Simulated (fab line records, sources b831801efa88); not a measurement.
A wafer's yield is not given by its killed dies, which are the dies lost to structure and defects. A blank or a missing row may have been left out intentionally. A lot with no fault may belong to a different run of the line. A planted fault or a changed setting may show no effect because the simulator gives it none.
A lot that was struck, set against a sound lot || flow sky130 || 20 out of 708 route steps
Sound: wafers L960.2, L960.5, L960.6. Struck: wafer L963.3; the same lot's L963.2 was not struck, so it is left out; see the end for the cause.
For every step that has rows: the tool of each side, followed by ch and its chambers, followed by its first start. Under that, the readings that differ: sound wafers || struck wafers || difference of the means || sigmas: that difference in standard deviations of wafers without a fault.
alike: readings with means less than 2 such deviations apart, plus words and numbers identical on both sides. not compared: withheld readings, readings lacking a value on some wafer, bounds such as >300 that could conceal the same value, and numbers that have no deviation in the record and whose values overlap.
A row with sigmas, a row that says differs or no value, or rows on one side alone: a step with any of these is where the two part. Numbers that don't overlap but have no deviation are shown without sigmas and don't part them. Lack of a reading on every wafer of one side parts them only where that side has two or more wafers.

SKY_SONOS_TUNNEL_TW_MEAS_12:
  struck on film metro-04, day 14 16:32; sound on film metro-04, day 13 16:39
  alike: SONOS_TUNNEL_TW
then, 2 steps without rows for these wafers: SKY_SONOS_TUNNEL_CLEAN_13 (cleans in dHF, time 20 s); SKY_SONOS_ONO_OXIDATION_00 (stabilise 600 s, purge 300 s, target thk 2.6 nm).
SKY_SONOS_ONO_THK_MEAS_01:
  struck on film metro-03, day 14 18:13; sound on film metro-03, day 13 19:55
  alike: SONOS_ONO_OXIDATION_THK
then, 1 step without rows for these wafers: SKY_SONOS_ONO_CVD_02 (deposits Si3N4 from DCS/NH3, target thk 10.5 nm, time 180 s).
SKY_SONOS_ONO_THK_MEAS_03:
  struck on film metro-04, day 14 19:19; sound on film metro-04, day 13 21:55
  alike: SONOS_ONO_CVD_02_THK
then, 1 step without rows for these wafers: SKY_SONOS_ONO_CVD_04 (deposits SiO2 from SiH4/N2O, target thk 5.7199 nm).
SKY_SONOS_ONO_THK_MEAS_05:
  struck on film metro-04, day 14 21:16; sound on film metro-03, day 13 23:14
{"reading": "SONOS_ONO_CVD_04_THK (nm)", "sound": "6.04 5.88 5.98", "struck": 5.66, "difference": -0.31, "sigmas": -3}
then, 4 steps without rows for these wafers: SKY_SONOS_ONO_DEHYDRATE_06 (time 60 s); SKY_SONOS_ONO_HMDS_07 (prime time 60 s); SKY_SONOS_ONO_COAT_08 (resist thk 1140 nm); SKY_SONOS_ONO_SOFTBAKE_09 (time 60 s).
SKY_SONOS_ONO_EXPOSE_10: exposes mask ONOM, target cd 410 nm.
  sound on iline stepper-01 ch 0, day 14 12:15; struck on iline stepper-02 ch 0, day 15 11:38
  alike: mask
then, 2 steps without rows for these wafers: SKY_SONOS_ONO_PEB_11; SKY_SONOS_ONO_DEVELOP_12 (develop time 60 s).
SKY_SONOS_ONO_CD_MEAS_13 targets a cd of 410 nm.
  struck on cd sem-02, day 16 00:53; sound on cd sem-01, day 15 01:20
{"reading": "cd nm (nm)", "sound": "412.5 411.0 410.6", "struck": 384.2, "difference": -27.2, "sigmas": -13}
SKY_SONOS_ONO_OVL_MEAS_14:
  struck on overlay-01, day 16 00:59; sound on overlay-02, day 15 01:26
  alike: SONOS_ONO_OVL
SKY_SONOS_ONO_ETCH_15: etches the open film in CHF3/O2, target depth 19.52 nm, time 7.8 s.
  sound on rie diel-04 ch 0,1, day 15 01:28; struck on rie diel-01 ch 0, day 16 01:01
{"reading": "model.SONOS_ONO.cd nm (nm)", "sound": "412.5 411.2 410.5", "struck": 384.1, "difference": -27.3, "sigmas": ""}
  alike: drypump motor current A, oes product au, throttle valve pct
  not compared: rf hours counter h
then, 1 step without rows for these wafers: SKY_SONOS_ONO_WET_ETCH_16 (etches SiO2 in dHF, target depth 14 nm, time 280 s).
SKY_PAD_OPEN_PROBE_99:
  the record holds rows for the sound wafers here (prober-02, day 48 03:37) but none for the struck ones

## WHERE THEY PART
Last at SKY_PAD_OPEN_PROBE_99 as far as this record goes, first at SKY_SONOS_ONO_THK_MEAS_05.

WHY: what had been put in by the simulator
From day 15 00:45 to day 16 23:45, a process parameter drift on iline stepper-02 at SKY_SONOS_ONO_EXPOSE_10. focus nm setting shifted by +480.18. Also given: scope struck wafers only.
